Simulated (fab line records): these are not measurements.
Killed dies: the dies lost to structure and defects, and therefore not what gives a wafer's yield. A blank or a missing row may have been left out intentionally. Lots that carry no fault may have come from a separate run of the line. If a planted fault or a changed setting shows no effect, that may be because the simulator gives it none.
The tool behind it: which one? -- flow gf180mcu -- 13 lots with 36 wafers sampled at 5 steps, on a route of 602 steps

WHAT THE GAUGES SHOWED, per wafer
GF_M3_CD_MEAS_14 targets a cd of 280 nm.
lot,measured,on,cd-nm (nm)
L547,day 21 01:53,cd-sem-02,281.9 281.8 282.3
L548,day 21 10:25,cd-sem-01,277.5 278.8 279.5
L549,day 21 20:14,cd-sem-02,280.2 280.2 280.6
L551,day 22 10:33,cd-sem-02,280.7 281.5
L552,day 22 21:18,cd-sem-02,279.6 277.5 279.7
L555,day 24 09:25,cd-sem-02,278.0 278.6 279.2
L556,day 24 20:34,cd-sem-02,281.2 281.8 281.4
L557,day 25 17:44,cd-sem-01,278.4 280.8 279.8
L562,day 26 22:02,cd-sem-01,281.4 281.8
L566,day 27 18:31,cd-sem-01,279.1 279.5 278.2
L567,day 27 21:49,cd-sem-02,281.4 280.6 281.4
L568,day 28 06:31,cd-sem-01,279.4 278.9 279.1
L569,day 28 11:24,cd-sem-02,279.0 279.4

GF_V4_THK_MEAS_01.
lot,measured,on,V4_CVD_00_THK (nm)
L547,day 23 04:32,film-metro-03,601 593 617
L548,day 23 13:01,film-metro-03,593 603 599
L549,day 23 21:11,film-metro-03,612 590 595
L551,day 24 10:29,film-metro-03,592 587
L552,day 24 22:01,film-metro-01,594 606 614
L555,day 26 08:27,film-metro-04,598 595 596
L556,day 26 19:06,film-metro-01,586 596 588
L557,day 27 15:43,film-metro-04,592 586 600
L562,day 28 17:25,film-metro-04,600 598
L566,day 29 12:51,film-metro-01,597 594 596
L567,day 29 16:49,film-metro-03,592 597 599
L568,day 30 01:23,film-metro-03,595 594 605
L569,day 30 05:31,film-metro-03,593 591

GF_PASSIVATION_THK_MEAS_03.
lot,measured,on,PASSIVATION_CVD_02_THK (nm)
L547,day 27 22:02,film-metro-03,701 706 699
L548,day 28 05:50,film-metro-04,691 703 712
L549,day 28 12:46,film-metro-01,697 708 713
L551,day 28 23:27,film-metro-04,701 715
L552,day 29 11:55,film-metro-01,706 715 721
L555,day 30 16:15,film-metro-03,704 712 710
L556,day 31 02:43,film-metro-01,686 687 701
L557,day 31 20:07,film-metro-03,677 688 697
L562,day 32 18:00,film-metro-03,696 300
L566,day 33 11:05,film-metro-01,677 687 700
L567,day 33 15:29,film-metro-03,679 685 686
L568,day 33 21:41,film-metro-01,683 689 691
L569,day 34 02:22,film-metro-01,684 704

WHAT TOOL EACH LOT RAN ON (gives the tool, then ch and the chambers of the sampled wafers, and finally the start)
lot,GF_V3_SPUTTER_22,GF_PASSIVATION_CVD_02
L547,"pvd-sputter-02, day 22 03:17","pecvd-02 ch 0,1,2, day 27 21:52"
L548,"pvd-sputter-02, day 22 12:04","pecvd-02 ch 0,2, day 28 05:33"
L549,"pvd-sputter-03, day 22 21:07","pecvd-03 ch 0,1,2, day 28 12:28"
L551,"pvd-sputter-04, day 23 11:28","pecvd-01 ch 0,2, day 28 23:16"
L552,"pvd-sputter-04, day 23 22:47","pecvd-03 ch 0,1, day 29 11:38"
L555,"pvd-sputter-04, day 25 09:38","pecvd-03 ch 1,2, day 30 15:58"
L556,"pvd-sputter-02, day 25 20:43","pecvd-02 ch 0,2, day 31 02:25"
L557,"pvd-sputter-04, day 26 17:30","pecvd-01 ch 1,2, day 31 19:49"
L562,"pvd-sputter-04, day 27 20:13","pecvd-03 ch 0,1, day 32 17:42"
L566,"pvd-sputter-04, day 28 16:32","pecvd-01 ch 1,2, day 33 10:48"
L567,"pvd-sputter-03, day 28 20:19","pecvd-01 ch 0,1,2, day 33 15:11"
L568,"pvd-sputter-03, day 29 04:22","pecvd-02 ch 0,1, day 33 21:23"
L569,"pvd-sputter-02, day 29 09:40","pecvd-02 ch 0,1, day 34 02:05"
- GF_V3_SPUTTER_22: material TiN, target thk 10 nm, time 40 s.
- GF_PASSIVATION_CVD_02: deposits Si3N4, target thk 700 nm, time 486.18 s.

WHAT THE TOOLS THEMSELVES READ (means of the sampled wafers that have a number; where no wafer has one, the mark that the record gives instead)
GF_V3_SPUTTER_22.
lot,tool,throttle-valve-pct (%)
L547,pvd-sputter-02,30.9
L548,pvd-sputter-02,29.7
L549,pvd-sputter-03,30.1
L551,pvd-sputter-04,29.8
L552,pvd-sputter-04,29.9
L555,pvd-sputter-04,29.9
L556,pvd-sputter-02,28.9
L557,pvd-sputter-04,29.8
L562,pvd-sputter-04,29.6
L566,pvd-sputter-04,29.7
L567,pvd-sputter-03,30.1
L568,pvd-sputter-03,29.9
L569,pvd-sputter-02,30.1

GF_PASSIVATION_CVD_02.
lot,tool,heater-power-w (W),susceptor-temp-C (C)
L547,pecvd-02,699,400.03
L548,pecvd-02,693,400.15
L549,pecvd-03,829,400.21
L551,pecvd-01,809,400.22
L552,pecvd-03,752,400.09
L555,pecvd-03,747,400.19
L556,pecvd-02,696,399.96
L557,pecvd-01,743,400.11
L562,pecvd-03,738,400.04
L566,pecvd-01,791,400.05
L567,pecvd-01,789,400.09
L568,pecvd-02,730,400.05
L569,pecvd-02,707,400.03

THE ANSWER, worked out from the rows above alone
Rule: usual is defined by the lots themselves. Put in order of their means at a reading, lots are off if they are a third of the lots or fewer, leave a main group of 4 or more, and stand apart from it by a gap of 3 or more times the standard deviation of the main group's means; of several such gaps the widest counts. A main group is skipped when, at the precision printed for the reading in the tables above, its means are all equal. A lot without any number at a reading at which 4 lots or more have one is off too. The other lots that the step has rows for count as sound. After the gauges, taken in route order, come the tools' own readings; for these a lot's mean is taken, as printed above. The first step at which some lot is off is used, and at that step the reading that is off furthest; a lot without a number counts as furthest.
Off: L562, at GF_PASSIVATION_THK_MEAS_03 (PASSIVATION_CVD_02_THK). The main group has a mean of 698 nm with a standard deviation of 9.8.
If a tool, at a process step before that reading, ran all the lots that are off and no sound lot after the first of them, it fits. The gauges at GF_PASSIVATION_THK_MEAS_03 are tried like those tools. One fits: GF_PASSIVATION_CVD_02 on pecvd-03. A fault onset in the window from L555 (day 30 15:58, its last sound lot) to L562 (day 32 17:42, its first lot off) fits.

WHAT HAD BEEN PUT IN BY THE SIMULATOR
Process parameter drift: pecvd-03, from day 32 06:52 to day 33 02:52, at GF_PASSIVATION_CVD_02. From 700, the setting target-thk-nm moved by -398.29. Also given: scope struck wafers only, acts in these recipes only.
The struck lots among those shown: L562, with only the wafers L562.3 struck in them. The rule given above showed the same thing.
